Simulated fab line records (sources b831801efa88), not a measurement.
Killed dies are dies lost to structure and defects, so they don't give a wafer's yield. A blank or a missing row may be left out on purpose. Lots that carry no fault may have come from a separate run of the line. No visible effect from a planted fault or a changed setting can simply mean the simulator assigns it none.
Chamber matching | flow sky130 | 3 sister chambers for SKY_VIA3_HDPCVD_00 on hdpcvd-01
The step deposits SiO2, target thk 1635 nm, time 272.5 s. 6 wafers are shown with their chamber, then 7 later ones without.

== WAFERS, EACH WITH ITS CHAMBER ==
wafer  | chamber | run_length_s (s) | susceptor_temp_C (C)
L822.5 | 0       | 301.0            | 399.79
L826.2 | 2       | 300.9            | 399.73
L826.5 | 1       | 300.6            | 399.79
L826.6 | 0       | 300.9            | 400.25
L832.2 | 1       | 301.0            | 400.24
L832.5 | 2       | 300.7            | 399.64

== WAFERS WHOSE CHAMBER IS MISSING ==
wafer  | run_length_s (s) | susceptor_temp_C (C)
L832.6 | 300.6            | 400.19
L836.1 | 300.4            | 400.15
L836.2 | 300.6            | 399.69
L836.3 | 301.3            | 399.86
L842.1 | 300.5            | 400.28
L842.3 | 300.8            | 400.07
L842.5 | 300.5            | 399.95

== THE CHAMBER EACH PASSED THROUGH ==
wafer  | from the rows above          | in truth
L832.6 | can't be placed: 1 or 0 or 2 | 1
L836.1 | can't be placed: 1 or 2 or 0 | 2
L836.2 | can't be placed: 2 or 1 or 0 | 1
L836.3 | can't be placed: 0 or 1 or 2 | 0
L842.1 | can't be placed: 1 or 0 or 2 | 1
L842.3 | can't be placed: 1 or 0 or 2 | 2
L842.5 | can't be placed: 1 or 2 or 0 | 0
0 of 7 placed correctly. Not placeable from these rows: 7 (in 7, the candidates include the true chamber). Wrongly placed: 0.
How it was worked out, from the rows above alone: a wafer's distance from a chamber is the root of the sum, over the readings, of the square of ((its reading less the chamber's mean) divided by the reading's scatter). If the next closest chamber is less than 2 further off than the closest, the wafer can't be placed; otherwise it belongs to the closest. A chamber's mean is the mean of its shown wafers. How the scatter is found: for the shown wafers, subtract from each reading the mean of its chamber, square and add these, divide the total by (wafers less chambers), then take the root.
